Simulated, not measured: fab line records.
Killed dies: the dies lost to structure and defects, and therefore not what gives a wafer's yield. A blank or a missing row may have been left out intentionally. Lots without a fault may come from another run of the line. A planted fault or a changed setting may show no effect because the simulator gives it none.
fab line records    flow gf180mcu
[record] lots = 14  wafers = 42  lastDay = 34
route steps=602 shown STI@31 NWELL@49 VT_IMPLANT@94
lots with no fault: from the same line, run without faults
startH: hours from the record's opening day to when the first of the lot's shown wafers began    waitH: hours from the lot's prior step to this one    " as in the row above    L1.1+2: a single row standing in for several wafers    - value missing, or start not given    * or withheld: withheld    < > ~ a bound
route shown NAME@n: NAME is a module with steps in the file, n the number in the route of the first one    usual: mean/standard deviation of fault-free wafers    same: alike in all rows    chamber/n: place in a boat    sites: per-site readings    _std_site: standard deviation of those values    _edge_site: inner sites' mean taken away from outer sites' mean    radiusMm: for every site, how far away it sits from the centre of the wafer    mask NAME#n: copy n    behind: the most recent tool/chamber to have shaped the wafer    hold: cause of the lot's hold/its duration in hours/its outcome    device: the transistor (n, p or np) that didn't switch    end of line: tests run on the same wafers once the route is complete    a step without rows: its recipe alone    killed: dies that structure and defects cost at the first sort, which is not the same as the wafer's yield    map: per-die view of a wafer (x killed, . not killed, _ where there is no die)
set.NAME: the run value of the setting; set.NAME@STEP: its run value at that earlier step    model.NAME: the simulator's own value behind a step, which no gauge read
the route's steps for a sample of lots (tables are steps, rows are wafers)
services: a tool's chamber out of use, with start hour (startH, from the record's first day; less than 0 if before it), hours out, and reason
[[steps]]
[step GF_STI_THK_MEAS_30]
[recipe] reads = SiO2_of_STI_OXIDATION_29
[usual] STI_OXIDATION_02_THK = 9.90/0.19
lot.wafer  tool          chamber  startH  waitH  STI_OXIDATION_02_THK[nm]
L755.1     filmMetro-02  -        32.28   0.0    10.06
L755.2     "             -        "       "      10.08
L755.3     "             -        "       "      9.95
L756.1     filmMetro-02  -        35.91   0.0    9.77
L756.2     "             -        "       "      9.72
L756.4     "             -        "       "      9.85
L758.1     filmMetro-01  -        45.46   0.0    9.94
L758.3     "             -        "       "      9.99
L758.6     "             -        "       "      9.87
L766.1     filmMetro-04  -        87.27   0.0    10.14
L766.2     "             -        "       "      10.03
L766.5     "             -        "       "      9.92
L767.3     filmMetro-02  -        92.95   0.0    9.80
L767.4     "             -        "       "      9.79
L767.6     "             -        "       "      9.83
L768.1     filmMetro-02  -        98.32   0.0    9.90
L768.3     "             -        "       "      9.87
L768.4     "             -        "       "      10.09
L769.4     filmMetro-04  -        103.04  0.0    10.01
L769.5     "             -        "       "      9.84
L769.6     "             -        "       "      9.94
L770.2     filmMetro-04  -        107.92  0.0    10.01
L770.4     "             -        "       "      10.26
L770.5     "             -        "       "      10.30
L772.3     filmMetro-04  -        117.59  0.0    9.88
L772.4     "             -        "       "      9.83
L772.5     "             -        "       "      9.82
L773.2     filmMetro-02  -        123.53  0.0    9.95
L773.3     "             -        "       "      9.74
L773.6     "             -        "       "      9.90
L774.3     filmMetro-04  -        128.30  0.0    9.55
L774.4     "             -        "       "      9.58
L774.5     "             -        "       "      9.71
L776.1     filmMetro-04  -        137.92  0.0    9.75
L776.2     "             -        "       "      9.75
L776.3     "             -        "       "      9.82
L777.1     filmMetro-01  -        142.56  0.0    9.96
L777.4     "             -        "       "      9.77
L777.6     "             -        "       "      9.81
L778.2     filmMetro-01  -        148.63  0.0    10.14
L778.4     "             -        "       "      10.03
L778.5     "             -        "       "      10.02
[step GF_NWELL_OVL_MEAS_07]
[usual] NWELL_OVL = -0.6/1.7
lot.wafer  tool        chamber  startH  waitH  NWELL_OVL[nm]
L755.1     overlay-02  -        57.86   -      -4.2
L755.2     "           -        "       "      -4.2
L755.3     "           -        "       "      -2.9
L756.1     overlay-02  -        60.76   -      -0.5
L756.2     "           -        "       "      -2.2
L756.4     "           -        "       "      -1.1
L758.1     overlay-01  -        71.71   -      1.6
L758.3     "           -        "       "      2.5
L758.6     "           -        "       "      2.6
L766.1     overlay-02  -        116.41  -      -3.6
L766.2     "           -        "       "      0.5
L766.5     "           -        "       "      -2.3
L767.3     overlay-01  -        121.59  -      -0.5
L767.4     "           -        "       "      0.3
L767.6     "           -        "       "      0.3
L768.1     overlay-01  -        127.76  -      2.7
L768.3     "           -        "       "      0.3
L768.4     "           -        "       "      0.7
L769.4     overlay-02  -        132.48  -      -2.3
L769.5     "           -        "       "      -3.3
L769.6     "           -        "       "      -2.8
L770.2     overlay-02  -        137.67  -      -0.5
L770.4     "           -        "       "      -1.7
L770.5     "           -        "       "      0.1
L772.3     overlay-02  -        147.78  -      0.3
L772.4     "           -        "       "      -1.4
L772.5     "           -        "       "      -0.2
L773.2     overlay-02  -        154.52  -      -0.6
L773.3     "           -        "       "      -2.7
L773.6     "           -        "       "      -2.6
L774.3     overlay-01  -        159.89  -      -2.4
L774.4     "           -        "       "      -1.4
L774.5     "           -        "       "      -0.7
L776.1     overlay-02  -        168.76  -      -2.4
L776.2     "           -        "       "      -1.1
L776.3     "           -        "       "      -1.9
L777.1     overlay-02  -        174.52  -      -0.5
L777.4     "           -        "       "      -1.0
L777.6     "           -        "       "      -0.9
L778.2     overlay-01  -        181.63  -      -1.8
L778.4     "           -        "       "      -2.5
L778.5     "           -        "       "      -1.3
[step GF_VT_IMPLANT_EXPOSE_04]
[recipe] maskId = LVPWELL_LV_AREA  targetCdNm = 600  na = 0.6  sourceShape = conventional  sigmaOuter = 0.6  doseMj = 140
[usual] exposureDoseMJCm2 = 139.97/0.14  focusOffsetNm = 0.0/0.51  na = 0.6/0
lot.wafer  tool             chamber  startH  waitH  mask               exposureDoseMJCm2  focusOffsetNm  na
L755.1     ilineStepper-02  0        105.64  -      LVPWELL_LV_AREA#0  139.96             -0.1           0.6
L755.2     "                0        "       "      LVPWELL_LV_AREA#0  140.04             0.0            0.6
L755.3     "                0        "       "      LVPWELL_LV_AREA#0  139.96             -0.1           0.6
L756.1     ilineStepper-02  0        109.73  -      LVPWELL_LV_AREA#0  139.91             0.3            0.6
L756.2     "                0        "       "      LVPWELL_LV_AREA#0  140.00             0.8            0.6
L756.4     "                0        "       "      LVPWELL_LV_AREA#0  139.81             0.7            0.6
L758.1     ilineStepper-02  0        121.05  -      LVPWELL_LV_AREA#0  140.25             0.5            0.6
L758.3     "                0        "       "      LVPWELL_LV_AREA#0  139.96             -0.6           0.6
L758.6     "                0        "       "      LVPWELL_LV_AREA#0  140.09             0.4            0.6
L766.1     ilineStepper-01  -        171.89  -      LVPWELL_LV_AREA#0  -                  -              -
L766.2     "                -        "       "      LVPWELL_LV_AREA#0  -                  -              -
L766.5     "                -        "       "      LVPWELL_LV_AREA#0  -                  -              -
L767.3     ilineStepper-01  -        176.45  -      LVPWELL_LV_AREA#0  -                  -              -
L767.4     "                -        "       "      LVPWELL_LV_AREA#0  -                  -              -
L767.6     "                -        "       "      LVPWELL_LV_AREA#0  -                  -              -
L768.1     ilineStepper-01  0        184.06  -      LVPWELL_LV_AREA#0  139.85             -0.7           0.6
L768.3     "                0        "       "      LVPWELL_LV_AREA#0  140.03             0.4            0.6
L768.4     "                0        "       "      LVPWELL_LV_AREA#0  139.94             -0.2           0.6
L769.4     ilineStepper-01  0        189.77  -      LVPWELL_LV_AREA#0  140.25             -0.1           0.6
L769.5     "                0        "       "      LVPWELL_LV_AREA#0  140.10             -0.3           0.6
L769.6     "                0        "       "      LVPWELL_LV_AREA#0  140.17             0.0            0.6
L770.2     ilineStepper-01  0        193.89  -      LVPWELL_LV_AREA#0  139.99             -0.1           0.6
L770.4     "                0        "       "      LVPWELL_LV_AREA#0  139.75             -0.8           0.6
L770.5     "                0        "       "      LVPWELL_LV_AREA#0  139.94             0.1            0.6
L772.3     ilineStepper-02  0        207.55  -      LVPWELL_LV_AREA#0  139.92             0.7            0.6
L772.4     "                0        "       "      LVPWELL_LV_AREA#0  139.94             1.0            0.6
L772.5     "                0        "       "      LVPWELL_LV_AREA#0  139.97             0.6            0.6
L773.2     ilineStepper-02  0        213.96  -      LVPWELL_LV_AREA#0  139.99             -0.5           0.6
L773.3     "                0        "       "      LVPWELL_LV_AREA#0  140.01             -0.5           0.6
L773.6     "                0        "       "      LVPWELL_LV_AREA#0  139.94             -0.4           0.6
L774.3     ilineStepper-01  0        219.72  -      LVPWELL_LV_AREA#0  140.07             0.7            0.6
L774.4     "                0        "       "      LVPWELL_LV_AREA#0  139.91             0.2            0.6
L774.5     "                0        "       "      LVPWELL_LV_AREA#0  140.11             -0.2           0.6
L776.1     ilineStepper-02  0        230.16  -      LVPWELL_LV_AREA#0  139.95             0.6            0.6
L776.2     "                0        "       "      LVPWELL_LV_AREA#0  139.80             0.2            0.6
L776.3     "                0        "       "      LVPWELL_LV_AREA#0  139.82             0.3            0.6
L777.1     ilineStepper-02  0        236.91  -      LVPWELL_LV_AREA#0  140.00             0.2            0.6
L777.4     "                0        "       "      LVPWELL_LV_AREA#0  140.26             0.7            0.6
L777.6     "                0        "       "      LVPWELL_LV_AREA#0  139.97             -0.6           0.6
L778.2     ilineStepper-01  0        244.85  -      LVPWELL_LV_AREA#0  139.83             1.0            0.6
L778.4     "                0        "       "      LVPWELL_LV_AREA#0  139.94             0.5            0.6
L778.5     "                0        "       "      LVPWELL_LV_AREA#0  140.02             0.2            0.6
[step GF_VT_IMPLANT_OVL_MEAS_18]
[usual] VT_IMPLANT_01_OVL = -0.2/1.2
lot.wafer  tool        chamber  startH  waitH  VT_IMPLANT_01_OVL[nm]
L755.1     overlay-02  -        126.51  0.1    -1.5
L755.2     "           -        "       "      -0.6
L755.3     "           -        "       "      2.0
L756.1     overlay-02  -        131.88  0.1    0.7
L756.2     "           -        "       "      1.4
L756.4     "           -        "       "      -1.3
L758.1     overlay-02  -        143.62  0.1    -1.6
L758.3     "           -        "       "      -1.1
L758.6     "           -        "       "      2.0
L766.1     overlay-02  -        197.06  0.1    1.3
L766.2     "           -        "       "      1.8
L766.5     "           -        "       "      0.4
L767.3     overlay-01  -        201.97  0.1    -1.7
L767.4     "           -        "       "      0.6
L767.6     "           -        "       "      0.0
L768.1     overlay-01  -        209.61  0.1    -1.1
L768.3     "           -        "       "      -2.2
L768.4     "           -        "       "      0.2
L769.4     overlay-01  -        215.18  0.1    0.5
L769.5     "           -        "       "      1.2
L769.6     "           -        "       "      1.3
L770.2     overlay-01  -        220.32  0.1    0.0
L770.4     "           -        "       "      -1.4
L770.5     "           -        "       "      0.6
L772.3     overlay-02  -        234.52  0.1    -0.2
L772.4     "           -        "       "      -0.2
L772.5     "           -        "       "      -0.7
L773.2     overlay-02  -        241.23  0.1    -0.5
L773.3     "           -        "       "      -1.4
L773.6     "           -        "       "      0.7
L774.3     overlay-01  -        247.74  0.1    0.4
L774.4     "           -        "       "      0.0
L774.5     "           -        "       "      -1.1
L776.1     overlay-02  -        257.56  0.1    0.9
L776.2     "           -        "       "      -1.4
L776.3     "           -        "       "      -1.1
L777.1     overlay-01  -        264.66  0.1    -1.4
L777.4     "           -        "       "      -1.8
L777.6     "           -        "       "      -0.3
L778.2     overlay-01  -        272.63  0.1    -1.5
L778.4     "           -        "       "      1.6
L778.5     "           -        "       "      1.0
[[services]]
tool             chamber  startH  hours  kind
ilineStepper-01  -        164.02  0.5    repair
ilineStepper-02  -        176.81  1.7    pm
ilineStepper-02  0        191.02  -      calibration
ilineStepper-01  -        205.24  11.2   repair
ilineStepper-01  -        230.16  1.7    pm
[[key]]
[firstSign] step = GF_VT_IMPLANT_EXPOSE_04  reading = toolRecord  direction = missing
effect none on later readings
metAt GF_VT_IMPLANT_EXPOSE_04
struckLots L766,L767
laterRowsLeftOut L766.1,L766.2,L766.5,L767.3,L767.4,L767.6
sortLeftOut L766.1,L766.2,L766.5,L767.3,L767.4,L767.6
testerLeftOut L766,L767
notActingAt GF_STI_THK_MEAS_30,GF_NWELL_OVL_MEAS_07,GF_VT_IMPLANT_OVL_MEAS_18
[fault] kind = skippedStepWhole  tool = ilineStepper-01  chamber = -  onsetH = 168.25  steps = GF_VT_IMPLANT_EXPOSE_04  scope = struckLotsOnly
// testerLeftOut: of these lots the tester's yield and bins aren't shown, on N5 and GAA mostly nor the transistor test; their killed dies are dies lost to structure and defects alone, not to doping, threshold or leakage, so they don't give the yield
// sortLeftOut: the simulated sort isn't trusted on such a fault, so these wafers' sort isn't shown, and their yield isn't known
// laterRowsLeftOut: the simulator's readings of these wafers behind a module that went badly wrong aren't trusted and aren't shown, but for the sort
